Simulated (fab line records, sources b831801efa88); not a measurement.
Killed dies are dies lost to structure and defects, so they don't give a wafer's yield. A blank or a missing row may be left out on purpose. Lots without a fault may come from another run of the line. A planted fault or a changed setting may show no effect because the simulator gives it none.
Which tool did it? | flow sky130 | 11 lots, 33 wafers sampled, at 5 steps of a route of 708

WHAT THE GAUGES READ, wafer by wafer
SKY_VIA3_THK_MEAS_01. Usual: VIA3_HDPCVD_THK 1638 nm, standard deviation 14.
lot  | measured     | on            | VIA3_HDPCVD_THK (nm) | flag
L328 | day 39 15:11 | film_metro-03 | 1637 1645 1628       |
L327 | day 39 17:25 | film_metro-01 | 1625 1622 1606       |
L329 | day 40 04:27 | film_metro-03 | 1640 1634 1628       |
L330 | day 40 07:37 | film_metro-01 | 1638 1622 1623       |
L333 | day 41 00:32 | film_metro-03 | 1626 1653 1631       |
L335 | day 41 13:07 | film_metro-03 | 1626 1628 1649       |
L337 | day 42 02:59 | film_metro-01 | 2471 1631 1637       | OFF
L338 | day 42 10:11 | film_metro-02 | 1631 2470 1638       | OFF
L340 | day 42 22:11 | film_metro-03 | 1664 1649 1636       |
L341 | day 43 05:47 | film_metro-01 | 1614 1626 1646       |
L347 | day 44 16:37 | film_metro-01 | 1650 1658 1642       |

WHICH TOOL RAN EACH LOT (tool, then ch and the chambers of the sampled wafers, then the start)
lot  | SKY_METAL2_SPUTTER_03        | SKY_METAL2_DESCUM_17              | SKY_METAL2_STRIP_20                  | SKY_VIA3_HDPCVD_00
L328 | pvd_sputter-04, day 35 04:01 | rie_metal-04 ch 0,1, day 36 07:49 | plasma_asher-03 ch 0,1, day 36 07:59 | hdpcvd-02 ch 0,1,2, day 39 15:00
L327 | pvd_sputter-03, day 35 06:01 | rie_metal-03 ch 0,1, day 36 08:42 | plasma_asher-03 ch 0,1, day 36 08:54 | hdpcvd-02 ch 0,1, day 39 17:13
L329 | pvd_sputter-03, day 35 18:04 | rie_metal-03 ch 1, day 36 20:34   | plasma_asher-01 ch 0,1, day 36 20:56 | hdpcvd-02 ch 0,1,2, day 40 04:17
L330 | pvd_sputter-03, day 35 21:18 | rie_metal-01 ch 0,1, day 36 23:22 | plasma_asher-04 ch 0,1, day 36 23:34 | hdpcvd-02 ch 1,2, day 40 07:26
L333 | pvd_sputter-01, day 36 15:34 | rie_metal-04 ch 0,1, day 37 17:20 | plasma_asher-01 ch 0,1, day 37 17:31 | hdpcvd-01 ch 0,1,2, day 41 00:22
L335 | pvd_sputter-04, day 37 05:21 | rie_metal-01 ch 0,1, day 38 07:16 | plasma_asher-04 ch 0,1, day 38 07:26 | hdpcvd-01 ch 0,1, day 41 12:56
L337 | pvd_sputter-04, day 37 21:14 | rie_metal-01 ch 0,1, day 38 22:01 | plasma_asher-04 ch 0,1, day 38 22:11 | hdpcvd-01 ch 0,2, day 42 02:49
L338 | pvd_sputter-01, day 38 02:41 | rie_metal-03 ch 0,1, day 39 04:31 | plasma_asher-03 ch 0,1, day 39 04:44 | hdpcvd-01 ch 1,2, day 42 09:59
L340 | pvd_sputter-04, day 38 16:31 | rie_metal-01 ch 1, day 39 17:59   | plasma_asher-04 ch 1, day 39 18:10   | hdpcvd-02 ch 0,1, day 42 22:01
L341 | pvd_sputter-03, day 39 01:10 | rie_metal-01 ch 1, day 40 01:34   | plasma_asher-03 ch 0,1, day 40 01:46 | hdpcvd-02 ch 1,2, day 43 05:37
L347 | pvd_sputter-04, day 40 14:11 | rie_metal-04 ch 0,1, day 41 13:40 | plasma_asher-01 ch 0,1, day 41 13:50 | hdpcvd-02 ch 0,2, day 44 16:27
- SKY_METAL2_SPUTTER_03: material Ti, target thk 5 nm, time 3.3 s.
- SKY_METAL2_DESCUM_17: chemistry O2, time 8 s.
- SKY_METAL2_STRIP_20: strips in O2/N2.
- SKY_VIA3_HDPCVD_00: deposits SiO2, target thk 1635 nm, time 272.5 s.

WHAT THE TOOLS THEMSELVES READ (means of the sampled wafers that have a number; where no wafer has one, the mark that the record gives instead)
SKY_METAL2_SPUTTER_03. Usual: throttle_valve_pct 30.2 %, standard deviation 1.5.
lot  | tool           | throttle_valve_pct (%) | flag
L328 | pvd_sputter-04 | 31.1                   |
L327 | pvd_sputter-03 | 31.9                   |
L329 | pvd_sputter-03 | 30.7                   |
L330 | pvd_sputter-03 | 30.5                   |
L333 | pvd_sputter-01 | 30.1                   |
L335 | pvd_sputter-04 | 29.7                   |
L337 | pvd_sputter-04 | 30.0                   |
L338 | pvd_sputter-01 | 30.8                   |
L340 | pvd_sputter-04 | 30.4                   |
L341 | pvd_sputter-03 | 29.4                   |
L347 | pvd_sputter-04 | 29.1                   |

SKY_METAL2_DESCUM_17. Usual: drypump_motor_current_A 5.8 A, standard deviation 0.39; oes_product_au 0.997 a.u., standard deviation 0.0069.
lot  | tool         | drypump_motor_current_A (A) | oes_product_au (a.u.) | flag
L328 | rie_metal-04 | 5.2                         | 0.995                 |
L327 | rie_metal-03 | 5.7                         | 0.994                 |
L329 | rie_metal-03 | 6.2                         | 0.999                 |
L330 | rie_metal-01 | 6.1                         | 0.991                 |
L333 | rie_metal-04 | 5.2                         | 1.003                 |
L335 | rie_metal-01 | 6.0                         | 0.994                 |
L337 | rie_metal-01 | 6.0                         | 0.994                 |
L338 | rie_metal-03 | 5.7                         | 0.988                 |
L340 | rie_metal-01 | 6.1                         | 0.991                 |
L341 | rie_metal-01 | 6.1                         | 0.996                 |
L347 | rie_metal-04 | 5.2                         | 1.002                 |

SKY_METAL2_STRIP_20. Usual: drypump_motor_current_A 5.69 A, standard deviation 0.18; oes_product_au 0.344 a.u., standard deviation 0.0047; strip_time_to_endpoint_s 2.703 s, standard deviation 0.029.
lot  | tool            | drypump_motor_current_A (A) | oes_product_au (a.u.) | strip_time_to_endpoint_s (s) | flag
L328 | plasma_asher-03 | 5.87                        | 0.341                 | 2.676                        |
L327 | plasma_asher-03 | 5.77                        | 0.335                 | 2.686                        |
L329 | plasma_asher-01 | 5.74                        | 0.341                 | 2.680                        |
L330 | plasma_asher-04 | 5.53                        | 0.343                 | 2.729                        |
L333 | plasma_asher-01 | 5.76                        | 0.344                 | 2.706                        |
L335 | plasma_asher-04 | 5.42                        | 0.343                 | 2.711                        |
L337 | plasma_asher-04 | 5.56                        | 0.347                 | 2.737                        |
L338 | plasma_asher-03 | 5.78                        | 0.346                 | 2.739                        |
L340 | plasma_asher-04 | 5.64                        | 0.348                 | 2.725                        |
L341 | plasma_asher-03 | 5.86                        | 0.345                 | 2.707                        |
L347 | plasma_asher-01 | 5.75                        | 0.344                 | 2.676                        |

THE ANSWER, worked out from the rows above alone
Rule: a lot is off if the mean of its wafers that have a number lies more than 3 standard deviations from the usual mean. A lot without any number at a reading at which 4 lots or more have one is off too. The other lots that the step has rows for count as sound. The gauges are gone through in route order, then the tools' own readings, and for those a lot's mean is taken as printed above. The first step at which some lot is off is used, and at that step the reading that is off furthest; a lot without a number counts as furthest.
Off: L337, L338, at SKY_VIA3_THK_MEAS_01 (VIA3_HDPCVD_THK).
A tool fits if, at a process step before that reading, it ran every lot that is off, and no sound lot after the first of them. The gauges at SKY_VIA3_THK_MEAS_01 are tried like those tools. One fits: hdpcvd-01 at SKY_VIA3_HDPCVD_00. Its last sound lot is L335 (day 41 12:56), its first lot that is off L337 (day 42 02:49): a fault that began between those two fits.

WHAT THE SIMULATOR HAD PUT IN
Process parameter drift: hdpcvd-01, from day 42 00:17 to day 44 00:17, at SKY_VIA3_HDPCVD_00. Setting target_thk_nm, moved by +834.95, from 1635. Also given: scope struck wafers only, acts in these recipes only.
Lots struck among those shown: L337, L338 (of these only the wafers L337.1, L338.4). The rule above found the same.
